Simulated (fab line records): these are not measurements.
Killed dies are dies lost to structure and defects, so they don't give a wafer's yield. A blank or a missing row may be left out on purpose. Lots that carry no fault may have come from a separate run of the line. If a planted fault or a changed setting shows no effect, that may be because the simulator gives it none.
Chamber matching -- flow gf180mcu -- GF_STI_ETCH_14 on rieSi-01 has 4 sister chambers
The step etches Si in HBr/Cl2/O2, target depth 360 nm, time 102.9 s. 18 wafers are shown with their chamber, then 9 later ones without.

## WAFERS PAIRED WITH THEIR CHAMBERS
wafer,chamber,drypumpMotorCurrentA (A),oesProductAu (a.u.),biasW (W)
L296.2,1,5.3,1.019,150.3
L296.4,2,6.6,0.996,151.1
L296.5,0,5.2,1.000,150.5
L299.2,2,6.6,0.998,150.0
L299.5,2,6.6,1.001,149.8
L299.6,1,5.3,1.002,150.1
L301.3,2,6.6,0.986,150.5
L301.5,2,6.5,0.990,150.2
L301.6,1,5.3,1.012,150.4
L304.2,3,5.6,0.985,150.0
L304.3,2,6.6,0.986,150.4
L304.5,1,5.2,0.999,149.7
L305.1,2,6.5,1.003,150.9
L305.2,0,5.2,1.017,149.0
L305.5,2,6.6,1.000,150.5
L306.2,2,6.6,0.990,149.8
L306.3,0,5.2,0.999,150.3
L306.4,3,5.6,0.975,149.1

SIGNATURES, as means of the wafers listed above
reading,chamber 0,chamber 1,chamber 2,chamber 3,scatter within a chamber
drypumpMotorCurrentA,5.200,5.275,6.578,5.600,0.0406
oesProductAu,1.00533,1.00800,0.99444,0.98000,0.00781
biasW,149.933,150.125,150.356,149.550,0.513
Rule: distance of a wafer from a chamber = root of the sum over the readings of ((wafer's reading minus chamber's mean) / reading's scatter) squared. If the next closest chamber is less than 2 further off than the closest, the wafer can't be placed; otherwise it belongs to the closest. How the scatter is found: for the shown wafers, subtract from each reading the mean of its chamber, square and add these, divide the total by (wafers less chambers), then take the root.

## WAFERS WHOSE CHAMBER IS MISSING
wafer,drypumpMotorCurrentA (A),oesProductAu (a.u.),biasW (W)
L307.2,5.6,0.985,149.7
L307.3,6.5,0.996,150.0
L307.5,6.5,0.991,149.6
L310.1,5.6,0.984,149.9
L310.3,6.5,0.994,150.5
L310.6,6.6,0.999,150.2
L318.1,6.6,1.001,150.3
L318.5,5.2,0.997,149.6
L318.6,5.3,0.996,150.0

## THE CHAMBER EACH PASSED THROUGH
wafer,from the rows above,in truth
L307.2,3,3
L307.3,2,2
L307.5,2,2
L310.1,3,3
L310.3,2,2
L310.6,2,2
L318.1,2,2
L318.5,can't be placed: 0 or 1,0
L318.6,can't be placed: 1 or 0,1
Correctly placed: 7 of 9. Cannot be placed on the basis of these rows: 2; the candidates contain the true chamber in 2. Placed wrongly: 0.
